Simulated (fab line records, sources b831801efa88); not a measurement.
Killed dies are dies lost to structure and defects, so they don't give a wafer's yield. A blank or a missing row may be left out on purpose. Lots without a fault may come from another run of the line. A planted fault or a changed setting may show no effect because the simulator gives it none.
One fault seen from 2 desks | flow sky130 | each desk has only its own numbers; what lay behind them comes last

THE TOOL OWNER'S DESK: pecvd-01
The tool's own readings at SKY_CAPM_CVD_00 (deposits SiO2, target thk 15.5 nm): means of the sampled wafers that have a number, for each lot that ran on this tool. A lot is out of limits, marked OUT, if its mean lies more than 4 standard deviations from the usual mean; the brackets give that distance.
Columns: A = heater_power_w at SKY_CAPM_CVD_00, usual 738 W
lot  | first seen here | A
L954 | day 38 21:21    | 729
L956 | day 39 05:46    | 777
L958 | day 39 17:25    | 693
L962 | day 41 01:56    | 735
L964 | day 41 17:16    | 738
This desk's finding: nothing out of limits on any of the 5 lots.

THE METROLOGY DESK
What the gauges read, lot by lot, whatever tool the lot ran on: means of the sampled wafers that have a number. A lot is out of limits, marked OUT, if its mean lies more than 4 standard deviations from the usual mean; the brackets give that distance.
Columns: A = VIA2_W_RS at SKY_VIA2_RS_MEAS_22, usual 0.275 ohm/sq; B = CAPM_CVD_00_THK at SKY_CAPM_THK_MEAS_01, usual 15.59 nm; C = CAPM_TIN_RS at SKY_CAPM_RS_MEAS_03, usual 6.92 ohm/sq; D = CAPM_OVL at SKY_CAPM_OVL_MEAS_12, usual -0.6 nm
lot  | first seen here | A     | B               | C    | D
L947 | day 36 09:11    | 0.274 | 15.93           | 6.85 | 1.4
L948 | day 38 04:17    | 0.279 | 15.75           | 7.04 | -0.4
L952 | day 38 12:53    | 0.273 | 15.62           | 6.86 | -3.1
L951 | day 38 14:32    | 0.276 | 15.81           | 7.08 | -0.7
L954 | day 38 20:43    | 0.276 | 15.53           | 6.83 | 0.5
L953 | day 38 23:44    | 0.273 | 15.58           | 6.94 | -1.0
L956 | day 39 05:07    | 0.274 | 15.43           | 6.80 | -1.3
L955 | day 39 09:32    | 0.276 | 15.43           | 7.00 | 0.3
L958 | day 39 16:47    | 0.281 | 15.35           | 6.92 | -0.7
L962 | day 41 01:20    | 0.274 | 18.65 (+13) OUT | 6.84 | -0.8
L964 | day 41 16:40    | 0.275 | 20.27 (+20) OUT | 6.85 | -0.7
L969 | day 42 21:29    | 0.276 | 15.43           | 6.95 | 0.8
This desk's finding: out of limits on L962, L964; first on L962, day 41 01:59 (CAPM_CVD_00_THK at SKY_CAPM_THK_MEAS_01). In limits: L947, L948, L952, L951, L954, L953, L956, L955, L958, L969.

PUT TOGETHER
The metrology desk could have raised an alarm at day 41 01:59, on L962, L964.
The tool owner's desk saw nothing out of limits.
The tool owner's desk has L962, L964 on record, within its limits.
Of the lots named, all ran SKY_CAPM_CVD_00 on pecvd-01.

WHAT THE SIMULATOR HAD PUT IN
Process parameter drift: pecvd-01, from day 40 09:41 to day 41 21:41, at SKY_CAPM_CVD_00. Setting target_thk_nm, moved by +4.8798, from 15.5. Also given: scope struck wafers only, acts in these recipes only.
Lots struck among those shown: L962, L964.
Hours from the fault's start to each desk's first reading out of limits: the metrology desk, 16.
